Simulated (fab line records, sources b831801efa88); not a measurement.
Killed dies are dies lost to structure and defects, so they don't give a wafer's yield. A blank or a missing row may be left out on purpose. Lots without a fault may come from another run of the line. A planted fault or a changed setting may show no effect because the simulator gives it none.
Which tool did it? | flow sky130 | 11 lots, 33 wafers sampled, at 5 steps of a route of 708

WHAT THE GAUGES READ, wafer by wafer
SKY_VT_ADJUST_PCH_TW_MEAS_10. Usual: VT_ADJUST_PCH_TW 142.1, standard deviation 1.5.
lot  | measured     | on            | VT_ADJUST_PCH_TW  | flag
L900 | day 10 01:36 | film_metro-04 | 143.8 143.4 143.7 |
L902 | day 10 13:25 | film_metro-04 | 143.2 143.0 142.9 |
L904 | day 11 13:17 | film_metro-03 | 139.7 139.9 139.7 |
L907 | day 12 07:35 | film_metro-01 | 142.3 142.1 142.0 |
L908 | day 12 13:23 | film_metro-01 | 141.7 141.7 141.2 |
L917 | day 16 03:40 | film_metro-04 | 142.4 143.0 143.0 |
L916 | day 16 05:36 | film_metro-01 | 142.8 142.6 142.1 |
L918 | day 16 20:31 | film_metro-01 | 142.2 141.6 142.5 |
L921 | day 17 10:31 | film_metro-04 | 144.3 144.1 144.5 |
L920 | day 17 11:21 | film_metro-04 | 144.0 143.7 143.9 |
L922 | day 17 14:39 | film_metro-04 | 144.0 144.1 144.1 |

SKY_GATE_OXIDE_TW_MEAS_14. Usual: GATE_OXIDE_TW 222, standard deviation 3.2.
lot  | measured     | on            | GATE_OXIDE_TW           | flag
L900 | day 13 11:54 | film_metro-02 | 226 225 225             |
L902 | day 13 22:10 | film_metro-04 | 227 226 226             |
L904 | day 15 00:17 | film_metro-04 | 226 226 227             |
L907 | day 16 00:03 | film_metro-03 | 220 219 220             |
L908 | day 16 03:25 | film_metro-03 | 219 219 220             |
L917 | day 20 07:10 | film_metro-02 | 356 356 356 357 356 356 | OFF
L916 | day 20 07:27 | film_metro-03 | 220 218 219             |
L918 | day 20 21:49 | film_metro-03 | 342 341 342 342 342 341 | OFF
L921 | day 21 12:34 | film_metro-03 | 220 219 220             |
L920 | day 21 17:33 | film_metro-03 | 220 219 219             |
L922 | day 21 19:45 | film_metro-03 | 219 220 219             |

WHICH TOOL RAN EACH LOT (tool, then ch and the chambers of the sampled wafers, then the start)
lot  | SKY_VT_ADJUST_PCH_STRIP_09           | SKY_SONOS_ONO_ETCH_15              | SKY_GATE_OXIDE_IMPLANT_11
L900 | plasma_asher-01 ch 0,1, day 10 01:30 | rie_diel-01 ch 0,2, day 12 08:21   | implanter-02 ch 0, day 13 11:33
L902 | plasma_asher-04 ch 0,1, day 10 13:20 | rie_diel-04 ch 0,1,2, day 12 18:19 | implanter-02 ch 0, day 13 21:51
L904 | plasma_asher-03 ch 0,1, day 11 13:11 | rie_diel-02 ch 0,2, day 13 18:54   | implanter-03 ch 0, day 14 23:56
L907 | plasma_asher-01 ch 0,1, day 12 07:29 | rie_diel-01 ch 0,1,2, day 14 18:30 | implanter-04 ch 0, day 15 23:42
L908 | plasma_asher-03 ch 0,1, day 12 13:15 | rie_diel-02 ch 2,3, day 14 21:58   | implanter-04 ch 0, day 16 03:05
L917 | plasma_asher-01 ch 0,1, day 16 03:33 | rie_diel-02 ch 1,2, day 18 19:49   | implanter-04 ch 0, day 20 06:50
L916 | plasma_asher-04 ch 0,1, day 16 05:30 | rie_diel-04 ch 0,2, day 18 20:07   | implanter-03 ch 0, day 20 07:06
L918 | plasma_asher-01 ch 0,1, day 16 20:26 | rie_diel-02 ch 0,1, day 19 12:55   | implanter-04 ch 0, day 20 21:29
L921 | plasma_asher-03 ch 0,1, day 17 10:24 | rie_diel-01 ch 0,1,2, day 20 03:36 | implanter-02 ch 0, day 21 12:14
L920 | plasma_asher-03 ch 0,1, day 17 11:15 | rie_diel-01 ch 0,2,3, day 20 09:03 | implanter-03 ch 0, day 21 17:12
L922 | plasma_asher-04 ch 0,1, day 17 14:33 | rie_diel-01 ch 1,2,3, day 20 11:06 | implanter-02 ch 0, day 21 19:24
- SKY_VT_ADJUST_PCH_STRIP_09: strips in O2/N2.
- SKY_SONOS_ONO_ETCH_15: etches the open film in CHF3/O2, target depth 19.52 nm, time 7.8 s.
- SKY_GATE_OXIDE_IMPLANT_11

WHAT THE TOOLS THEMSELVES READ (means of the sampled wafers that have a number; where no wafer has one, the mark that the record gives instead)
SKY_VT_ADJUST_PCH_STRIP_09. Usual: drypump_motor_current_A 5.8 A, standard deviation 0.54; n2_flow_sccm 300.0 sccm, standard deviation 0.93; oes_product_au 0.722 a.u., standard deviation 0.0044; strip_time_to_endpoint_s 36.98 s, standard deviation 0.11.
lot  | tool            | drypump_motor_current_A (A) | n2_flow_sccm (sccm) | oes_product_au (a.u.) | strip_time_to_endpoint_s (s) | flag
L900 | plasma_asher-01 | 6.0                         | 300.1               | 0.721                 | 36.85                        |
L902 | plasma_asher-04 | 5.3                         | 300.1               | 0.722                 | 37.04                        |
L904 | plasma_asher-03 | 5.8                         | 298.8               | 0.724                 | 36.99                        |
L907 | plasma_asher-01 | 6.0                         | 300.1               | 0.718                 | 36.86                        |
L908 | plasma_asher-03 | 5.8                         | 300.6               | 0.724                 | 37.09                        |
L917 | plasma_asher-01 | 6.4                         | 300.8               | 0.724                 | 36.99                        |
L916 | plasma_asher-04 | 5.3                         | 300.3               | 0.724                 | 36.93                        |
L918 | plasma_asher-01 | 6.4                         | 300.1               | 0.721                 | 36.96                        |
L921 | plasma_asher-03 | 5.5                         | 299.9               | 0.721                 | 37.01                        |
L920 | plasma_asher-03 | 5.6                         | 299.3               | 0.725                 | 37.23                        |
L922 | plasma_asher-04 | 5.3                         | 300.3               | 0.726                 | 37.13                        |

SKY_SONOS_ONO_ETCH_15. Usual: drypump_motor_current_A 5.5 A, standard deviation 0.38; oes_product_au 0.998 a.u., standard deviation 0.013; throttle_valve_pct 8.825 %, standard deviation 0.0098.
lot  | tool        | drypump_motor_current_A (A) | oes_product_au (a.u.) | throttle_valve_pct (%) | flag
L900 | rie_diel-01 | 5.2                         | 0.992                 | 8.823                  |
L902 | rie_diel-04 | 5.7                         | 1.003                 | 8.814                  |
L904 | rie_diel-02 | 5.5                         | 0.985                 | 8.819                  |
L907 | rie_diel-01 | 5.2                         | 0.991                 | 8.817                  |
L908 | rie_diel-02 | 5.9                         | 0.997                 | 8.825                  |
L917 | rie_diel-02 | 5.6                         | 0.985                 | 8.823                  |
L916 | rie_diel-04 | 5.5                         | 1.011                 | 8.836                  |
L918 | rie_diel-02 | 5.3                         | 0.989                 | 8.823                  |
L921 | rie_diel-01 | 5.2                         | 0.993                 | 8.825                  |
L920 | rie_diel-01 | 5.4                         | 0.995                 | 8.820                  |
L922 | rie_diel-01 | 5.4                         | 0.996                 | 8.828                  |

SKY_GATE_OXIDE_IMPLANT_11. Usual: beam_on_s 10.00 s, standard deviation 0.21; dose_ions_cm2 2.5998e+12, standard deviation 2.9e+09; faraday_current_uA 14.7, standard deviation 0.31.
lot  | tool         | beam_on_s (s) | dose_ions_cm2 | faraday_current_uA | flag
L900 | implanter-02 | 10.21         | 2.5955e+12    | 14.3               |
L902 | implanter-02 | 10.00         | 2.6000e+12    | 14.7               |
L904 | implanter-03 | 9.78          | 2.5993e+12    | 15.0               |
L907 | implanter-04 | 9.88          | 2.6000e+12    | 14.8               |
L908 | implanter-04 | 10.02         | 2.6051e+12    | 14.7               |
L917 | implanter-04 | 10.21         | 1.2009e+13    | 66.5               | OFF
L916 | implanter-03 | 10.18         | 2.5974e+12    | 14.4               |
L918 | implanter-04 | 9.90          | 1.2011e+13    | 68.5               | OFF
L921 | implanter-02 | 10.16         | 2.5990e+12    | 14.4               |
L920 | implanter-03 | 9.96          | 2.5977e+12    | 14.7               |
L922 | implanter-02 | 9.74          | 2.5988e+12    | 15.0               |

THE ANSWER, worked out from the rows above alone
Rule: a lot is off if the mean of its wafers that have a number lies more than 3 standard deviations from the usual mean. A lot without any number at a reading at which 4 lots or more have one is off too. The other lots that the step has rows for count as sound. The gauges are gone through in route order, then the tools' own readings, and for those a lot's mean is taken as printed above. The first step at which some lot is off is used, and at that step the reading that is off furthest; a lot without a number counts as furthest.
Off: L917, L918, at SKY_GATE_OXIDE_TW_MEAS_14 (GATE_OXIDE_TW).
A tool fits if, at a process step before that reading, it ran every lot that is off, and no sound lot after the first of them. The gauges at SKY_GATE_OXIDE_TW_MEAS_14 aren't tried: what is off there is off at SKY_GATE_OXIDE_IMPLANT_11 too, on other tools, and a gauge's error can't cause that. Can't be told from this: 3 tools fit, plasma_asher-01 at SKY_VT_ADJUST_PCH_STRIP_09, rie_diel-02 at SKY_SONOS_ONO_ETCH_15, implanter-04 at SKY_GATE_OXIDE_IMPLANT_11.

WHAT THE SIMULATOR HAD PUT IN
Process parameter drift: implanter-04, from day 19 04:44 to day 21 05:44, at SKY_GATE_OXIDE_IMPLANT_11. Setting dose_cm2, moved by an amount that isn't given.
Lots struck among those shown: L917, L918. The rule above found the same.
